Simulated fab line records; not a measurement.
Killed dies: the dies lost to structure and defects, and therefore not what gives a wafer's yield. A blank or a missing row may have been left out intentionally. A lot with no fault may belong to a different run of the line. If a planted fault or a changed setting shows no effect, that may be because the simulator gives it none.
Which tool did it? || flow gf180mcu || 6 lots with 18 wafers sampled at 2 steps, on a route of 602 steps

== WHAT THE GAUGES SHOWED, per wafer ==
GF_STI_THK_MEAS_02.
{"lot": "L751", "measured": "day 1 16:31", "on": "film-metro-02", "STI_OXIDATION_THK (nm)": "9.94 9.83 9.77"}
{"lot": "L754", "measured": "day 2 07:31", "on": "film-metro-04", "STI_OXIDATION_THK (nm)": "10.06 10.29 10.27"}
{"lot": "L759", "measured": "day 3 08:31", "on": "film-metro-02", "STI_OXIDATION_THK (nm)": "13.10 13.06 13.00"}
{"lot": "L766", "measured": "day 4 20:05", "on": "film-metro-04", "STI_OXIDATION_THK (nm)": "10.21 10.13 10.27"}
{"lot": "L771", "measured": "day 5 21:09", "on": "film-metro-03", "STI_OXIDATION_THK (nm)": "10.41 10.63 10.56"}
{"lot": "L773", "measured": "day 6 06:32", "on": "film-metro-02", "STI_OXIDATION_THK (nm)": "10.02 10.02 10.22"}

== EACH LOT AND THE TOOL THAT RAN IT (in order: tool; ch and the chambers of the sampled wafers; start) ==
{"lot": "L751", "GF_STI_OXIDATION_01": "furnace-01 ch 0, day 1 15:07"}
{"lot": "L754", "GF_STI_OXIDATION_01": "furnace-02 ch 0, day 2 06:07"}
{"lot": "L759", "GF_STI_OXIDATION_01": "furnace-01 ch 0, day 3 07:07"}
{"lot": "L766", "GF_STI_OXIDATION_01": "furnace-02 ch 0, day 4 18:42"}
{"lot": "L771", "GF_STI_OXIDATION_01": "furnace-02 ch 0, day 5 19:45"}
{"lot": "L773", "GF_STI_OXIDATION_01": "furnace-01 ch 0, day 6 05:08"}
- GF_STI_OXIDATION_01: stabilise 600 s, purge 300 s, target thk 10 nm.

== THE ANSWER, worked out from the rows above alone ==
Rule: what is usual is taken from the lots themselves. The widest of any qualifying gaps counts: lots, ordered by their means at a reading, are off when they make up no more than a third of the lots, leave a main group of 4 or more, and stand apart from it by 3 or more times the standard deviation of that group's means. The tables above print the reading to a certain number of digits; a main group whose means all agree to those digits is not used. Also off: a lot with no number at a reading for which 4 or more lots have one. Where the step has rows for the other lots, those lots are counted as sound.
Off: L759, at GF_STI_THK_MEAS_02 (STI_OXIDATION_THK). Main group: mean 10.18 nm, sd 0.22.
If a tool, at a process step before that reading, ran all the lots that are off and no sound lot after the first of them, it fits. The gauges at GF_STI_THK_MEAS_02 are tried like those tools. None of those tried fits.

== WHAT HAD BEEN PUT IN BY THE SIMULATOR ==
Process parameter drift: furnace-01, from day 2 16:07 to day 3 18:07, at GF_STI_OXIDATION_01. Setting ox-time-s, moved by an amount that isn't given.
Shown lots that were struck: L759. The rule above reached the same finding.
